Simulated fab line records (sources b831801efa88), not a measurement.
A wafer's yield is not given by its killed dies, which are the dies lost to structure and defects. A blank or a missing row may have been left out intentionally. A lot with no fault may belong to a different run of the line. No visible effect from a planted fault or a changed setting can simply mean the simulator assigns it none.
Code-filled problem report in 8D (eight disciplines) form + flow gf180mcu + the parts of the form that need people (team, actions taken, sign-off) are left out

1. PROBLEM STATEMENT
Mean of heaterPowerTotalW at GF_TOP_METAL_SOFTBAKE_10: 57.27 W across 6 wafers in 2 lots; on wafers with no fault it is 56.59 W (standard deviation 0.041). That is +17 standard deviations from the usual mean.
The step: time 60 s.
Seen first at day 30 23:05 on lithoTrack-01, wafer L601.2. Wafers with a number at this step in the record: 42, from 14 lots. The rule behind "out" and "out of limits": a value lying over 4 standard deviations away from the usual mean. The other wafers with a number count as sound.

2. WHAT IT IS AND WHAT IT IS NOT
| question                    | is                            | is not                                                                                                   |
|-----------------------------|-------------------------------|----------------------------------------------------------------------------------------------------------|
| which readings at this step | heaterPowerTotalW, plateTempC | resistLineTempC                                                                                          |
| which lots                  | L601, L602                    | L591, L592, L593, L594, L596, L603, L604, L605, L607, L611, L612, L614                                   |
| which wafers of those lots  | all that have a number        | -                                                                                                        |
| read on which tools         | lithoTrack-01                 | lithoTrack-02, lithoTrack-04                                                                             |
| when                        | from day 30 23:05             | up to then (15 sound wafers); but 21 sound wafers of L603, L604, L605, L607, L611, L612, L614 came after |

3. SUSPECTS, AND WHAT RULES EACH OUT
Counting: a tool stays on the suspect list if, at a process step up to the reading, it processed all lots that are out and no sound lot following the first of them.
- pvdSputter-04 at GF_MIM_SPUTTER_02 (material AlCu, target thk 450 nm, time 23.9 s): ruled out as a lasting fault. Sound lots L607, L611 ran on it after its first lot that is out, L601 (day 28 02:53).
- pvdSputter-04 at GF_MIM_SPUTTER_03 (material Ti, target thk 10 nm, time 6.7 s): ruled out as a lasting fault. Sound lots L607, L611 ran on it after its first lot that is out, L601 (day 28 02:55).
- lithoTrack-01 at GF_TOP_METAL_SOFTBAKE_10 (time 60 s): kept. All lots that are out passed through it, beginning with L601 at day 30 23:05, and no sound lot followed; its final sound lot before that point was L596 at day 29 10:47. Its own readings are out on those wafers: heaterPowerTotalW, plateTempC.
After counting, what remains is lithoTrack-01 at GF_TOP_METAL_SOFTBAKE_10.

4. THE CAUSE (what the simulator had put in)
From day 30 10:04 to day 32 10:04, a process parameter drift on lithoTrack-01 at GF_TOP_METAL_SOFTBAKE_10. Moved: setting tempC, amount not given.
This tool alone remained once counting was done.

5. THE EFFECT CHAIN, in route order
Each row: a reading where the mean over the struck wafers with a number is more than 3 standard deviations away from the usual. Scope: only readings with a usual standard deviation given in the record; hours: median across lots of the time from each lot's start at the first step in this table that gives one to its start at this step; sigmas: change in usual standard deviations.
| hours | step                     | reading           | usual   | on struck wafers | change | sigmas |
|-------|--------------------------|-------------------|---------|------------------|--------|--------|
| 0     | GF_TOP_METAL_SOFTBAKE_10 | heaterPowerTotalW | 56.59 W | 57.27            | +0.68  | +17    |
| 0     | GF_TOP_METAL_SOFTBAKE_10 | plateTempC        | 90.01 C | 90.84            | +0.83  | +6.9   |
Process steps it contains:
- GF_TOP_METAL_SOFTBAKE_10: time 60 s.

6. HOW IT WOULD HAVE BEEN CAUGHT EARLIER
13 hours passed between the start of the fault at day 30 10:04 and the first reading out of limits in this record, taken at day 30 23:05.
